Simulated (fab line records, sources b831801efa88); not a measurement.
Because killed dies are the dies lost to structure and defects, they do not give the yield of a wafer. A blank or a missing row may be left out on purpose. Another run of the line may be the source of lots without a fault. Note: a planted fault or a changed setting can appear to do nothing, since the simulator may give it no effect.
fab line records -- flow gf180mcu -- part 1 of 2: steps 1 to 25 of 34
record: lots: 5, wafers: 15, last_day: 31
route steps=602 shown HV_LDD@214 NSD@235
lots with no fault: from the same line, run without faults
start_h: hours from the record's opening day to when the first of the lot's shown wafers began -- wait_h: hours from the lot's prior step to this one -- " identical to the entry in the row above -- L1.1+2: a single row standing in for several wafers -- - value missing, or start not given -- * or withheld: withheld -- < > ~ a bound
route shown NAME@n: names a module that has steps shown in the file, with the first one's number in the route -- usual: mean/standard deviation of fault-free wafers -- same: alike in all rows -- chamber/n: place in a boat -- sites: readings site by site -- _std_site: standard deviation across them -- _edge_site: outer sites' mean less inner sites' -- radius_mm: how far each site lies from the wafer's centre -- mask NAME#n: copy n -- behind: the most recent tool/chamber to have shaped the wafer -- hold: the reason the lot was held/the length of the hold in hours/how it ended -- device: the transistor (n, p or np) that didn't switch -- end of line: the route-end tests of the same wafers -- a step without rows: its recipe alone -- killed: at the first sort, the dies lost to defects and structure; wafer yield is something else -- map: a wafer's dies, marking killed ones x, the rest . and places with no die _
set.NAME: the setting that was run; set.NAME@STEP: the one run at that earlier step -- model.NAME: the simulator's own value behind a step, which no gauge read
a table for each step, a row for each wafer; lots at some steps of the route
services: from which hour (start_h, from the record's first day; less than 0 if before it) a tool's chamber was out of use, for how many hours, and why
== steps ==
step: GF_HV_LDD_TW_MEAS_38
usual: HV_LDD_3_TW: 1435/12
lot.wafer,tool,chamber,start_h,wait_h,HV_LDD_3_TW
L074.1,film_metro-04,-,259.03,0.1,1448
L074.4,film_metro-04,-,259.03,0.1,1443
L074.5,film_metro-04,-,259.03,0.1,1449
L076.1,film_metro-03,-,267.04,0.1,1420
L076.4,film_metro-03,-,267.04,0.1,1424
L076.5,film_metro-03,-,267.04,0.1,1431
L077.2,film_metro-01,-,275.14,0.1,1423
L077.4,film_metro-01,-,275.14,0.1,1421
L077.5,film_metro-01,-,275.14,0.1,1423
L083.1,film_metro-04,-,318.02,0.1,1449
L083.2,film_metro-04,-,318.02,0.1,1442
L083.3,film_metro-04,-,318.02,0.1,1451
L085.1,film_metro-01,-,338.79,0.1,1427
L085.2,film_metro-01,-,338.79,0.1,1437
L085.5,film_metro-01,-,338.79,0.1,1441
step: GF_HV_LDD_DEHYDRATE_39
recipe: temp_c: 200, time_s: 60
usual: heater_power_total_W: 160.39/0.12, resist_line_temp_C: 23.00/0.1
lot.wafer,tool,chamber,start_h,wait_h,heater_power_total_W,resist_line_temp_C
L074.1,litho_track-04,0,267.36,8.3,160.45,22.86
L074.4,litho_track-04,0,267.36,8.3,160.34,23.21
L074.5,litho_track-04,0,267.36,8.3,160.41,22.91
L076.1,litho_track-03,0,276.17,9.1,160.50,22.89
L076.4,litho_track-03,0,276.17,9.1,160.42,22.88
L076.5,litho_track-03,0,276.17,9.1,160.49,23.05
L077.2,litho_track-04,0,283.89,8.7,160.56,22.97
L077.4,litho_track-04,0,283.89,8.7,160.51,22.90
L077.5,litho_track-04,0,283.89,8.7,160.53,22.87
L083.1,litho_track-02,0,327.48,9.5,160.56,23.07
L083.2,litho_track-02,0,327.48,9.5,160.45,22.91
L083.3,litho_track-02,0,327.48,9.5,160.52,22.94
L085.1,litho_track-03,0,349.22,10.4,160.18,23.15
L085.2,litho_track-03,0,349.22,10.4,160.32,22.95
L085.5,litho_track-03,0,349.22,10.4,160.55,23.01
step: GF_HV_LDD_HMDS_40
recipe: prime_time_s: 60, prime_temp_c: 120
usual: resist_line_temp_C: 22.99/0.1
lot.wafer,tool,chamber,start_h,wait_h,resist_line_temp_C
L074.1,litho_track-04,0,267.51,0.1,22.86
L074.4,litho_track-04,0,267.51,0.1,22.85
L074.5,litho_track-04,0,267.51,0.1,22.98
L076.1,litho_track-03,0,276.32,0.1,23.07
L076.4,litho_track-03,0,276.32,0.1,22.99
L076.5,litho_track-03,0,276.32,0.1,23.03
L077.2,litho_track-04,0,284.04,0.1,23.03
L077.4,litho_track-04,0,284.04,0.1,23.06
L077.5,litho_track-04,0,284.04,0.1,23.03
L083.1,litho_track-02,0,327.63,0.1,23.01
L083.2,litho_track-02,0,327.63,0.1,23.00
L083.3,litho_track-02,0,327.63,0.1,22.98
L085.1,litho_track-03,0,349.37,0.1,22.87
L085.2,litho_track-03,0,349.37,0.1,22.99
L085.5,litho_track-03,0,349.37,0.1,23.06
step: GF_HV_LDD_COAT_41
recipe: resist: NOVOLAK, spin_rpm: 3000, resist_thk_nm: 1000
usual: resist_line_temp_C: 22.97/0.11
lot.wafer,tool,chamber,start_h,wait_h,resist_line_temp_C
L074.1,litho_track-04,0,267.66,0.1,23.09
L074.4,litho_track-04,0,267.66,0.1,22.91
L074.5,litho_track-04,0,267.66,0.1,22.98
L076.1,litho_track-03,0,276.47,0.1,23.16
L076.4,litho_track-03,0,276.47,0.1,22.91
L076.5,litho_track-03,0,276.47,0.1,23.00
L077.2,litho_track-04,0,284.19,0.1,22.87
L077.4,litho_track-04,0,284.19,0.1,22.90
L077.5,litho_track-04,0,284.19,0.1,23.10
L083.1,litho_track-02,0,327.78,0.1,23.01
L083.2,litho_track-02,0,327.78,0.1,22.88
L083.3,litho_track-02,0,327.78,0.1,22.81
L085.1,litho_track-03,0,349.52,0.1,23.15
L085.2,litho_track-03,0,349.52,0.1,23.02
L085.5,litho_track-03,0,349.52,0.1,23.01
step: GF_HV_LDD_SOFTBAKE_42
recipe: temp_c: 90, time_s: 60, resist: NOVOLAK
usual: heater_power_total_W: 56.59/0.044, resist_line_temp_C: 22.99/0.11
lot.wafer,tool,chamber,start_h,wait_h,heater_power_total_W,resist_line_temp_C
L074.1,litho_track-04,0,267.81,0.1,56.53,22.91
L074.4,litho_track-04,0,267.81,0.1,56.63,23.01
L074.5,litho_track-04,0,267.81,0.1,56.64,23.03
L076.1,litho_track-03,0,276.62,0.1,56.65,23.06
L076.4,litho_track-03,0,276.62,0.1,56.57,23.03
L076.5,litho_track-03,0,276.62,0.1,56.61,23.04
L077.2,litho_track-04,0,284.34,0.1,56.64,22.95
L077.4,litho_track-04,0,284.34,0.1,56.61,23.10
L077.5,litho_track-04,0,284.34,0.1,56.58,22.94
L083.1,litho_track-02,0,327.93,0.1,56.60,22.84
L083.2,litho_track-02,0,327.93,0.1,56.53,22.96
L083.3,litho_track-02,0,327.93,0.1,56.62,23.04
L085.1,litho_track-03,0,349.67,0.1,56.57,22.85
L085.2,litho_track-03,0,349.67,0.1,56.54,22.86
L085.5,litho_track-03,0,349.67,0.1,56.56,22.84
step: GF_HV_LDD_EXPOSE_43
recipe: mask_id: Pplus_HV_AREA, target_cd_nm: 400, na: 0.6, source_shape: conventional, sigma_outer: 0.6, dose_mj: 140
usual: focus_offset_nm: 0.0/0.54
lot.wafer,tool,chamber,start_h,wait_h,mask,focus_offset_nm
L074.1,iline_stepper-02,0,-,-,Pplus_HV_AREA#0,1.0
L074.4,iline_stepper-02,0,-,-,Pplus_HV_AREA#0,1.3
L074.5,iline_stepper-02,0,-,-,Pplus_HV_AREA#0,0.6
L076.1,iline_stepper-01,0,-,-,Pplus_HV_AREA#0,0.0
L076.4,iline_stepper-01,0,-,-,Pplus_HV_AREA#0,0.3
L076.5,iline_stepper-01,0,-,-,Pplus_HV_AREA#0,0.3
L077.2,iline_stepper-02,0,-,-,Pplus_HV_AREA#0,0.1
L077.4,iline_stepper-02,0,-,-,Pplus_HV_AREA#0,0.1
L077.5,iline_stepper-02,0,-,-,Pplus_HV_AREA#0,0.0
L083.1,iline_stepper-01,0,-,-,Pplus_HV_AREA#0,-0.5
L083.2,iline_stepper-01,0,-,-,Pplus_HV_AREA#0,-1.1
L083.3,iline_stepper-01,0,-,-,Pplus_HV_AREA#0,-0.6
L085.1,iline_stepper-02,0,-,-,Pplus_HV_AREA#0,0.0
L085.2,iline_stepper-02,0,-,-,Pplus_HV_AREA#0,0.1
L085.5,iline_stepper-02,0,-,-,Pplus_HV_AREA#0,0.2
step: GF_HV_LDD_PEB_44
recipe: temp_c: withheld, time_s: *, resist: NOVOLAK
usual: resist_line_temp_C: *
lot.wafer,tool,chamber,start_h,wait_h,resist_line_temp_C
L074.1,litho_track-02,0,-,-,*
L074.4,litho_track-02,0,-,-,*
L074.5,litho_track-02,0,-,-,*
L076.1,litho_track-02,0,-,-,*
L076.4,litho_track-02,0,-,-,*
L076.5,litho_track-02,0,-,-,*
L077.2,litho_track-03,0,-,-,*
L077.4,litho_track-03,0,-,-,*
L077.5,litho_track-03,0,-,-,*
L083.1,litho_track-04,0,-,-,*
L083.2,litho_track-04,0,-,-,*
L083.3,litho_track-04,0,-,-,*
L085.1,litho_track-03,0,-,-,*
L085.2,litho_track-03,0,-,-,*
L085.5,litho_track-03,0,-,-,*
step: GF_HV_LDD_DEVELOP_45
recipe: develop_time_s: 60, dev_temp_c: 23
usual: resist_line_temp_C: 23.02/0.13
lot.wafer,tool,chamber,start_h,wait_h,resist_line_temp_C
L074.1,litho_track-02,0,278.18,0.1,23.02
L074.4,litho_track-02,0,278.18,0.1,22.92
L074.5,litho_track-02,0,278.18,0.1,22.95
L076.1,litho_track-02,0,286.48,0.1,23.35
L076.4,litho_track-02,0,286.48,0.1,23.25
L076.5,litho_track-02,0,286.48,0.1,23.25
L077.2,litho_track-03,0,294.25,0.1,23.09
L077.4,litho_track-03,0,294.25,0.1,22.92
L077.5,litho_track-03,0,294.25,0.1,22.82
L083.1,litho_track-04,0,337.86,0.1,22.94
L083.2,litho_track-04,0,337.86,0.1,23.13
L083.3,litho_track-04,0,337.86,0.1,22.90
L085.1,litho_track-03,0,359.82,0.1,22.88
L085.2,litho_track-03,0,359.82,0.1,23.14
L085.5,litho_track-03,0,359.82,0.1,22.90
step: GF_HV_LDD_CD_MEAS_46
recipe: target_cd_nm: 400
usual: cd_nm: 399.4/2.5
lot.wafer,tool,chamber,start_h,wait_h,cd_nm
L074.1,cd_sem-01,-,278.33,0.1,400.2
L074.4,cd_sem-01,-,278.33,0.1,399.5
L074.5,cd_sem-01,-,278.33,0.1,399.2
L076.1,cd_sem-02,-,286.63,0.1,402.6
L076.4,cd_sem-02,-,286.63,0.1,407.1
L076.5,cd_sem-02,-,286.63,0.1,404.8
L077.2,cd_sem-01,-,294.39,0.1,397.4
L077.4,cd_sem-01,-,294.39,0.1,397.1
L077.5,cd_sem-01,-,294.39,0.1,396.3
L083.1,cd_sem-02,-,338.01,0.1,405.7
L083.2,cd_sem-02,-,338.01,0.1,403.5
L083.3,cd_sem-02,-,338.01,0.1,404.8
L085.1,cd_sem-01,-,359.97,0.1,400.6
L085.2,cd_sem-01,-,359.97,0.1,400.7
L085.5,cd_sem-01,-,359.97,0.1,401.0
step: GF_HV_LDD_OVL_MEAS_47
usual: HV_LDD_03_OVL: -0.4/1.5
lot.wafer,tool,chamber,start_h,wait_h,HV_LDD_03_OVL[nm]
L074.1,overlay-02,-,278.45,0.1,-1.0
L074.4,overlay-02,-,278.45,0.1,-0.6
L074.5,overlay-02,-,278.45,0.1,-0.4
L076.1,overlay-01,-,286.75,0.1,-2.4
L076.4,overlay-01,-,286.75,0.1,-0.2
L076.5,overlay-01,-,286.75,0.1,-2.4
L077.2,overlay-01,-,294.50,0.1,0.4
L077.4,overlay-01,-,294.50,0.1,0.6
L077.5,overlay-01,-,294.50,0.1,-0.8
L083.1,overlay-01,-,338.13,0.1,-1.0
L083.2,overlay-01,-,338.13,0.1,-0.1
L083.3,overlay-01,-,338.13,0.1,-2.0
L085.1,overlay-01,-,360.09,0.1,0.8
L085.2,overlay-01,-,360.09,0.1,-0.8
L085.5,overlay-01,-,360.09,0.1,1.7
step: GF_HV_LDD_IMPLANT_48
recipe: species: B, energy_kev: 25, dose_cm2: 2.938e+13, tilt_deg: 7
usual: beam_energy_keV: 25.000/0.0079
same: implant_ion_amu: 11
lot.wafer,tool,chamber,start_h,wait_h,beam_energy_keV
L074.1,implanter-03,0,278.49,0.0,24.993
L074.4,implanter-03,0,278.49,0.0,24.998
L074.5,implanter-03,0,278.49,0.0,25.002
L076.1,implanter-02,0,286.79,0.0,25.001
L076.4,implanter-02,0,286.79,0.0,24.995
L076.5,implanter-02,0,286.79,0.0,25.006
L077.2,implanter-01,0,294.55,0.0,25.001
L077.4,implanter-01,0,294.55,0.0,24.988
L077.5,implanter-01,0,294.55,0.0,24.988
L083.1,implanter-03,0,338.17,0.0,24.989
L083.2,implanter-03,0,338.17,0.0,24.995
L083.3,implanter-03,0,338.17,0.0,24.985
L085.1,implanter-01,0,360.13,0.0,25.006
L085.2,implanter-01,0,360.13,0.0,25.005
L085.5,implanter-01,0,360.13,0.0,24.999
step: GF_HV_LDD_STRIP_49
recipe: chemistry: O2/N2, power_w: 1400, pressure_mtorr: 1500, platen_temp_c: 250, o2_flow_sccm: 3000, n2_flow_sccm: 300, overash_fraction: 0.5
usual: chamber_pressure_mTorr: 1500.1/1.3, drypump_motor_current_A: 5.5/0.64, heater_power_w: 341/30, oes_product_au: 0.716/0.0044, strip_time_to_endpoint_s: 12.63/0.041
lot.wafer,tool,chamber,start_h,wait_h,chamber_pressure_mTorr,drypump_motor_current_A,heater_power_w,oes_product_au,rf_hours_counter_h,strip_time_to_endpoint_s
L074.1,plasma_asher-02,0,278.64,0.1,1498.3,6.0,378,0.713,64,12.64
L074.4,plasma_asher-02,1,278.64,0.1,1502.6,4.7,367,0.716,-,12.66
L074.5,plasma_asher-02,0,278.64,0.1,1498.5,6.0,373,0.727,-,12.60
L076.1,plasma_asher-01,0,286.94,0.1,1499.9,6.4,335,0.712,16,12.68
L076.4,plasma_asher-01,1,286.94,0.1,1500.6,5.2,329,0.718,-,12.67
L076.5,plasma_asher-01,1,286.94,0.1,1499.8,5.2,332,0.714,-,12.69
L077.2,plasma_asher-04,0,294.68,0.1,1502.0,5.8,282,0.714,53,12.59
L077.4,plasma_asher-04,0,294.68,0.1,1499.5,5.8,278,0.718,-,12.56
L077.5,plasma_asher-04,0,294.68,0.1,1500.9,5.8,270,0.719,-,12.62
L083.1,plasma_asher-02,1,338.32,0.1,1500.9,4.7,365,0.713,71,12.57
L083.2,plasma_asher-02,0,338.32,0.1,1498.4,6.0,381,0.716,71,12.58
L083.3,plasma_asher-02,0,338.32,0.1,1501.2,6.0,386,0.711,-,12.62
L085.1,plasma_asher-02,1,360.28,0.1,1499.2,4.7,365,0.712,74,12.67
L085.2,plasma_asher-02,0,360.28,0.1,1499.7,6.0,378,0.726,74,12.66
L085.5,plasma_asher-02,1,360.28,0.1,1499.5,4.7,365,0.715,-,12.74
step: GF_HV_LDD_TW_MEAS_50
usual: HV_LDD_4_TW: 565/4.9
lot.wafer,tool,chamber,start_h,wait_h,HV_LDD_4_TW
L074.1,film_metro-01,-,278.74,0.1,561
L074.4,film_metro-01,-,278.74,0.1,557
L074.5,film_metro-01,-,278.74,0.1,558
L076.1,film_metro-01,-,287.04,0.1,559
L076.4,film_metro-01,-,287.04,0.1,557
L076.5,film_metro-01,-,287.04,0.1,563
L077.2,film_metro-04,-,294.79,0.1,567
L077.4,film_metro-04,-,294.79,0.1,570
L077.5,film_metro-04,-,294.79,0.1,567
L083.1,film_metro-04,-,338.42,0.1,567
L083.2,film_metro-04,-,338.42,0.1,568
L083.3,film_metro-04,-,338.42,0.1,569
L085.1,film_metro-01,-,360.38,0.1,562
L085.2,film_metro-01,-,360.38,0.1,568
L085.5,film_metro-01,-,360.38,0.1,566
step: GF_HV_LDD_CLEAN_51
recipe: chemistry: SC1/SC2, mix: 1:4:20, temp_c: 70, time_s: 150, dry: n2_spin
lot.wafer,tool,chamber,start_h,wait_h
L074.1+4+5,wet_bench-04,1,278.80,0.1
L076.1+4+5,wet_bench-04,1,287.10,0.1
L077.2+4+5,wet_bench-02,2,294.84,0.0
L083.1+2+3,wet_bench-02,1,338.48,0.1
L085.1+2+5,wet_bench-02,2,360.47,0.1
step: GF_HV_LDD_RTA_52
recipe: temp_c: 1000, time_s: 10, ambient: N2
usual: lamp_power_pct: 34/3.1, wafer_temp_C_max: 1006.1/2
lot.wafer,tool,chamber,start_h,wait_h,lamp_power_pct,wafer_temp_C_max
L074.1,rtp_anneal-01,0,278.85,0.0,38,1009.6
L074.4,rtp_anneal-01,0,278.85,0.0,38,1009.1
L074.5,rtp_anneal-01,0,278.85,0.0,38,1008.8
L076.1,rtp_anneal-01,0,287.15,0.0,38,1010.0
L076.4,rtp_anneal-01,0,287.15,0.0,38,1008.2
L076.5,rtp_anneal-01,0,287.15,0.0,38,1007.0
L077.2,rtp_anneal-02,0,294.91,0.0,32,1004.5
L077.4,rtp_anneal-02,0,294.91,0.0,32,1005.1
L077.5,rtp_anneal-02,0,294.91,0.0,32,1005.5
L083.1,rtp_anneal-02,0,338.53,0.0,32,1005.4
L083.2,rtp_anneal-02,0,338.53,0.0,32,1004.4
L083.3,rtp_anneal-02,0,338.53,0.0,32,1003.3
L085.1,rtp_anneal-02,0,360.52,0.0,32,1003.2
L085.2,rtp_anneal-02,0,360.52,0.0,32,1005.6
L085.5,rtp_anneal-02,0,360.52,0.0,32,1003.6
step: GF_HV_LDD_RS_MEAS_53
recipe: thk_meas_gauge: four-point-probe
usual: HV_LDD_RS: 418.5/1
lot.wafer,tool,chamber,start_h,wait_h,HV_LDD_RS[ohm/sq]
L074.1,film_metro-01,-,278.91,0.1,419.5
L074.4,film_metro-01,-,278.91,0.1,419.9
L074.5,film_metro-01,-,278.91,0.1,419.5
L076.1,film_metro-01,-,287.21,0.1,419.5
L076.4,film_metro-01,-,287.21,0.1,418.7
L076.5,film_metro-01,-,287.21,0.1,418.3
L077.2,film_metro-03,-,294.98,0.1,419.9
L077.4,film_metro-03,-,294.98,0.1,418.1
L077.5,film_metro-03,-,294.98,0.1,419.1
L083.1,film_metro-04,-,338.60,0.1,419.6
L083.2,film_metro-04,-,338.60,0.1,418.2
L083.3,film_metro-04,-,338.60,0.1,418.2
L085.1,film_metro-04,-,360.59,0.1,417.9
L085.2,film_metro-04,-,360.59,0.1,417.8
L085.5,film_metro-04,-,360.59,0.1,418.1
step: GF_HV_LDD_CVD_54
recipe: material: SiO2, target_thk_nm: 10, precursor: TEOS, temp_c: 680, time_s: 75, pressure_mtorr: 400
lot.wafer,tool,chamber,start_h,wait_h
L074.1+4+5,lpcvd-01,1,279.03,0.1
L076.1+4+5,lpcvd-01,0,287.33,0.1
L077.2+4+5,lpcvd-01,0,295.08,0.1
L083.1+2+3,lpcvd-01,0,338.72,0.1
L085.1+2+5,lpcvd-02,0,360.71,0.1
step: GF_HV_LDD_THK_MEAS_55
recipe: reads: SiO2_of_HV_LDD_CVD_54
usual: HV_LDD_CVD_54_THK: 10.06/0.12
lot.wafer,tool,chamber,start_h,wait_h,HV_LDD_CVD_54_THK[nm]
L074.1,film_metro-03,-,280.06,0.0,9.99
L074.4,film_metro-03,-,280.06,0.0,10.11
L074.5,film_metro-03,-,280.06,0.0,9.95
L076.1,film_metro-03,-,288.43,0.1,10.07
L076.4,film_metro-03,-,288.43,0.1,10.12
L076.5,film_metro-03,-,288.43,0.1,10.10
L077.2,film_metro-03,-,296.11,0.0,10.15
L077.4,film_metro-03,-,296.11,0.0,10.24
L077.5,film_metro-03,-,296.11,0.0,10.05
L083.1,film_metro-03,-,339.74,0.0,9.86
L083.2,film_metro-03,-,339.74,0.0,9.92
L083.3,film_metro-03,-,339.74,0.0,9.98
L085.1,film_metro-03,-,361.73,0.0,10.17
L085.2,film_metro-03,-,361.73,0.0,10.35
L085.5,film_metro-03,-,361.73,0.0,10.22
step: GF_HV_LDD_CVD_56
recipe: material: Si3N4, precursor: DCS/NH3, target_thk_nm: 90, temp_c: 770, time_s: 1543, pressure_mtorr: 250
lot.wafer,tool,chamber,start_h,wait_h
L074.1+4+5,lpcvd-02,1,280.12,0.1
L076.1+4+5,lpcvd-01,1,288.49,0.1
L077.2+4+5,lpcvd-01,1,296.16,0.0
L083.1+2+3,lpcvd-01,1,339.80,0.1
L085.1+2+5,lpcvd-01,0,361.79,0.1
step: GF_HV_LDD_THK_MEAS_57
recipe: reads: Si3N4_of_HV_LDD_CVD_56
usual: HV_LDD_CVD_56_THK: 90.1/0.7
lot.wafer,tool,chamber,start_h,wait_h,HV_LDD_CVD_56_THK[nm]
L074.1,film_metro-03,-,281.54,0.0,91.1
L074.4,film_metro-03,-,281.54,0.0,90.7
L074.5,film_metro-03,-,281.54,0.0,91.2
L076.1,film_metro-03,-,289.92,0.0,90.4
L076.4,film_metro-03,-,289.92,0.0,90.6
L076.5,film_metro-03,-,289.92,0.0,90.5
L077.2,film_metro-03,-,297.60,0.0,90.6
L077.4,film_metro-03,-,297.60,0.0,89.7
L077.5,film_metro-03,-,297.60,0.0,90.1
L083.1,film_metro-03,-,341.22,0.0,90.6
L083.2,film_metro-03,-,341.22,0.0,90.3
L083.3,film_metro-03,-,341.22,0.0,90.9
L085.1,film_metro-04,-,363.22,0.0,90.9
L085.2,film_metro-04,-,363.22,0.0,90.4
L085.5,film_metro-04,-,363.22,0.0,90.8
step: GF_HV_LDD_ETCHBACK_58
recipe: chemistry: CH3F/O2, target: Si3N4, stop_on: SiO2, source_w: 400, bias_w: 80, pressure_mtorr: 25, ch3f_flow_sccm: 40, O2_flow_sccm: 30, time_s: 100, target_depth_a: 900
usual: chamber_pressure_mTorr: 25.000/0.026, drypump_motor_current_A: 5.8/0.44, oes_product_au: 0.843/0.0057, throttle_valve_pct: 10.561/0.0082
lot.wafer,tool,chamber,start_h,wait_h,chamber_pressure_mTorr,drypump_motor_current_A,oes_product_au,rf_hours_counter_h,throttle_valve_pct
L074.1,rie_diel-02,0,281.60,0.1,25.037,5.4,0.844,28,10.565
L074.4,rie_diel-02,0,281.60,0.1,24.986,5.4,0.848,-,10.560
L074.5,rie_diel-02,2,281.60,0.1,25.010,6.3,0.848,-,10.580
L076.1,rie_diel-04,3,289.98,0.1,24.960,6.2,0.854,79,10.572
L076.4,rie_diel-04,1,289.98,0.1,25.006,6.3,0.851,63,10.571
L076.5,rie_diel-04,2,289.98,0.1,24.959,5.6,0.842,-,10.568
L077.2,rie_diel-01,1,297.65,0.0,24.993,5.8,0.845,38,10.560
L077.4,rie_diel-01,3,297.65,0.0,24.990,5.8,0.842,86,10.566
L077.5,rie_diel-01,0,297.65,0.0,25.000,5.4,0.846,-,10.573
L083.1,rie_diel-02,1,341.28,0.1,24.994,5.4,0.854,104,10.557
L083.2,rie_diel-02,2,341.28,0.1,24.986,6.3,0.840,54,10.567
L083.3,rie_diel-02,0,341.28,0.1,25.001,5.4,0.847,29,10.563
L085.1,rie_diel-01,3,363.28,0.1,25.018,5.9,0.844,88,10.580
L085.2,rie_diel-01,0,363.28,0.1,24.954,5.3,0.854,18,10.569
L085.5,rie_diel-01,2,363.28,0.1,25.036,5.7,0.851,-,10.550
step: GF_NSD_DEHYDRATE_00
recipe: temp_c: 200, time_s: 60
usual: heater_power_total_W: 160.40/0.12, resist_line_temp_C: 22.99/0.11
lot.wafer,tool,chamber,start_h,wait_h,heater_power_total_W,resist_line_temp_C
L074.1,litho_track-03,0,290.52,8.9,160.30,23.26
L074.4,litho_track-03,0,290.52,8.9,160.18,23.31
L074.5,litho_track-03,0,290.52,8.9,160.45,23.13
L076.1,litho_track-01,0,300.94,10.9,160.53,23.02
L076.4,litho_track-01,0,300.94,10.9,160.34,23.10
L076.5,litho_track-01,0,300.94,10.9,160.58,23.05
L077.2,litho_track-03,0,307.60,9.9,160.40,22.97
L077.4,litho_track-03,0,307.60,9.9,160.24,22.86
L077.5,litho_track-03,0,307.60,9.9,160.35,22.90
L083.1,litho_track-01,0,351.49,10.2,160.59,22.91
L083.2,litho_track-01,0,351.49,10.2,160.16,22.94
L083.3,litho_track-01,0,351.49,10.2,160.56,22.97
L085.1,litho_track-02,0,373.68,10.4,160.26,22.94
L085.2,litho_track-02,0,373.68,10.4,160.39,22.97
L085.5,litho_track-02,0,373.68,10.4,160.41,22.85
step: GF_NSD_HMDS_01
recipe: prime_time_s: 60, prime_temp_c: 120
usual: resist_line_temp_C: 22.99/0.1
lot.wafer,tool,chamber,start_h,wait_h,resist_line_temp_C
L074.1,litho_track-03,0,290.67,0.1,23.17
L074.4,litho_track-03,0,290.67,0.1,23.09
L074.5,litho_track-03,0,290.67,0.1,23.04
L076.1,litho_track-01,0,301.09,0.1,22.97
L076.4,litho_track-01,0,301.09,0.1,23.04
L076.5,litho_track-01,0,301.09,0.1,22.96
L077.2,litho_track-03,0,307.75,0.1,22.98
L077.4,litho_track-03,0,307.75,0.1,22.95
L077.5,litho_track-03,0,307.75,0.1,22.95
L083.1,litho_track-01,0,351.64,0.1,23.16
L083.2,litho_track-01,0,351.64,0.1,23.10
L083.3,litho_track-01,0,351.64,0.1,23.00
L085.1,litho_track-02,0,373.83,0.1,23.11
L085.2,litho_track-02,0,373.83,0.1,23.05
L085.5,litho_track-02,0,373.83,0.1,23.01
step: GF_NSD_COAT_02
recipe: resist: NOVOLAK, spin_rpm: 3000, resist_thk_nm: 1000
usual: resist_line_temp_C: 23.01/0.12
lot.wafer,tool,chamber,start_h,wait_h,resist_line_temp_C
L074.1,litho_track-03,0,290.82,0.1,22.91
L074.4,litho_track-03,0,290.82,0.1,22.84
L074.5,litho_track-03,0,290.82,0.1,22.96
L076.1,litho_track-01,0,301.24,0.1,22.93
L076.4,litho_track-01,0,301.24,0.1,22.92
L076.5,litho_track-01,0,301.24,0.1,23.07
L077.2,litho_track-03,0,307.90,0.1,23.02
L077.4,litho_track-03,0,307.90,0.1,22.97
L077.5,litho_track-03,0,307.90,0.1,22.85
L083.1,litho_track-01,0,351.79,0.1,23.04
L083.2,litho_track-01,0,351.79,0.1,23.12
L083.3,litho_track-01,0,351.79,0.1,23.12
L085.1,litho_track-02,0,373.98,0.1,23.03
L085.2,litho_track-02,0,373.98,0.1,23.02
L085.5,litho_track-02,0,373.98,0.1,23.22
step: GF_NSD_SOFTBAKE_03
recipe: temp_c: 90, time_s: 60, resist: NOVOLAK
usual: heater_power_total_W: 56.59/0.05, resist_line_temp_C: 23.01/0.1
lot.wafer,tool,chamber,start_h,wait_h,heater_power_total_W,resist_line_temp_C
L074.1,litho_track-03,0,290.97,0.1,56.57,23.03
L074.4,litho_track-03,0,290.97,0.1,56.60,23.03
L074.5,litho_track-03,0,290.97,0.1,56.63,23.00
L076.1,litho_track-01,0,301.39,0.1,56.57,22.96
L076.4,litho_track-01,0,301.39,0.1,56.66,22.89
L076.5,litho_track-01,0,301.39,0.1,56.55,22.94
L077.2,litho_track-03,0,308.05,0.1,56.46,23.05
L077.4,litho_track-03,0,308.05,0.1,56.70,23.09
L077.5,litho_track-03,0,308.05,0.1,56.65,23.02
L083.1,litho_track-01,0,351.94,0.1,56.60,23.02
L083.2,litho_track-01,0,351.94,0.1,56.50,22.88
L083.3,litho_track-01,0,351.94,0.1,56.59,22.90
L085.1,litho_track-02,0,374.13,0.1,56.57,23.16
L085.2,litho_track-02,0,374.13,0.1,56.60,23.12
L085.5,litho_track-02,0,374.13,0.1,56.55,23.12
